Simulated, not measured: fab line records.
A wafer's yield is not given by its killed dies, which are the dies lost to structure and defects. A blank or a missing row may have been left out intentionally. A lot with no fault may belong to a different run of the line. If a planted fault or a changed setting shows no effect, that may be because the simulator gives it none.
Which of the tools did it?    flow sky130    12 lots with 36 wafers sampled at 3 steps, on a route of 708 steps

== WHAT EACH GAUGE READ, for each wafer ==
SKY_SD_N_RS_MEAS_18: measurement is done with a four-point probe.
lot   measured      on             RES_XHIGH_RS (ohm/sq)
L363  day 28 14:36  film metro-04  333.7 333.1 333.4
L364  day 28 19:14  film metro-02  331.8 332.6 332.3
L365  day 29 14:13  film metro-01  333.3 332.2 331.3
L366  day 29 15:47  film metro-04  333.1 333.7 333.6
L368  day 30 07:14  film metro-02  334.4 334.6 334.9
L376  day 32 19:35  film metro-01  334.1 333.9 334.0
L377  day 33 07:04  film metro-01  334.8 333.9 334.4
L378  day 33 18:36  film metro-02  332.4 332.9 332.4
L379  day 34 14:16  film metro-04  332.2 330.4 332.8
L381  day 34 18:43  film metro-02  336.2 336.2 335.1
L383  day 34 21:53  film metro-04  334.2 333.8 334.1
L384  day 35 09:52  film metro-01  333.6 332.6 332.5

SKY_LI_CONTACT_BOW_MEAS_03.
lot   measured      on             LI_CONTACT_BOW (um)
L363  day 28 15:12  film metro-04  55 61 52
L364  day 28 19:50  film metro-01  51 53 63
L365  day 29 14:49  film metro-01  46 52 59
L366  day 29 16:23  film metro-01  39 58 61
L368  day 30 07:50  film metro-02  52 58 52
L376  day 32 20:11  film metro-01  58 54 46
L377  day 33 07:40  film metro-01  49 67 58
L378  day 33 19:13  film metro-04  48 53 53
L379  day 34 14:52  film metro-01  42 59 58
L381  day 34 19:19  film metro-01  45 51 60
L383  day 34 22:37  film metro-04  47 53 57
L384  day 35 10:29  film metro-02  64 55 59

== WHICH TOOL RAN EACH LOT (tool, then ch and the chambers of the sampled wafers, then the start) ==
lot   SKY_LI_CONTACT_CMP_02
L363  cmp-01 ch 1,3, day 28 14:55
L364  cmp-01 ch 0,1,2, day 28 19:38
L365  cmp-02 ch 1,3, day 29 14:34
L366  cmp-02 ch 0,1,3, day 29 16:05
L368  cmp-02 ch 0,2,3, day 30 07:32
L376  cmp-02 ch 0,1, day 32 19:53
L377  cmp-01 ch 1,2,3, day 33 07:25
L378  cmp-01 ch 2,3, day 33 18:52
L379  cmp-02 ch 1,2,3, day 34 14:38
L381  cmp-01 ch 0,1,3, day 34 19:02
L383  cmp-01 ch 1,2, day 34 22:19
L384  cmp-01 ch 1,2, day 35 10:14
- SKY_LI_CONTACT_CMP_02: polishes PSG.

== AS READ BY THE TOOLS THEMSELVES (means over the sampled wafers that have a number; for cases with no such wafer, the mark the record gives instead) ==
SKY_LI_CONTACT_CMP_02.
lot   tool    motor current A (A)  time to endpoint s (s)
L363  cmp-01  12.5                 30.8
L364  cmp-01  13.6                 31.4
L365  cmp-02  12.0                 34.4
L366  cmp-02  12.6                 33.8
L368  cmp-02  12.7                 34.0
L376  cmp-02  11.8                 32.0
L377  cmp-01  12.8                 34.6
L378  cmp-01  12.0                 30.8
L379  cmp-02  12.7                 30.1
L381  cmp-01  13.4                 35.5
L383  cmp-01  12.4                 36.8
L384  cmp-01  12.9                 36.6

== THE ANSWER, worked out from the rows above alone ==
Rule: what is usual is taken from the lots themselves. Put in order of their means at a reading, lots are off if they are a third of the lots or fewer, leave a main group of 4 or more, and stand apart from it by a gap of 3 or more times the standard deviation of the main group's means; of several such gaps the widest counts. Not used: any main group whose means are identical at the precision the tables above print for the reading. Also off: a lot with no number at a reading for which 4 or more lots have one. All remaining lots with rows at the step are treated as sound. First the gauges in route order, then the tools' own readings, where a lot's mean is used as printed above. The first step at which some lot is off is used, and at that step the reading that is off furthest; a lot without a number counts as furthest.
Across all readings shown, no lot is off: no conclusion can be drawn from this.

== WHAT THE SIMULATOR PUT IN ==
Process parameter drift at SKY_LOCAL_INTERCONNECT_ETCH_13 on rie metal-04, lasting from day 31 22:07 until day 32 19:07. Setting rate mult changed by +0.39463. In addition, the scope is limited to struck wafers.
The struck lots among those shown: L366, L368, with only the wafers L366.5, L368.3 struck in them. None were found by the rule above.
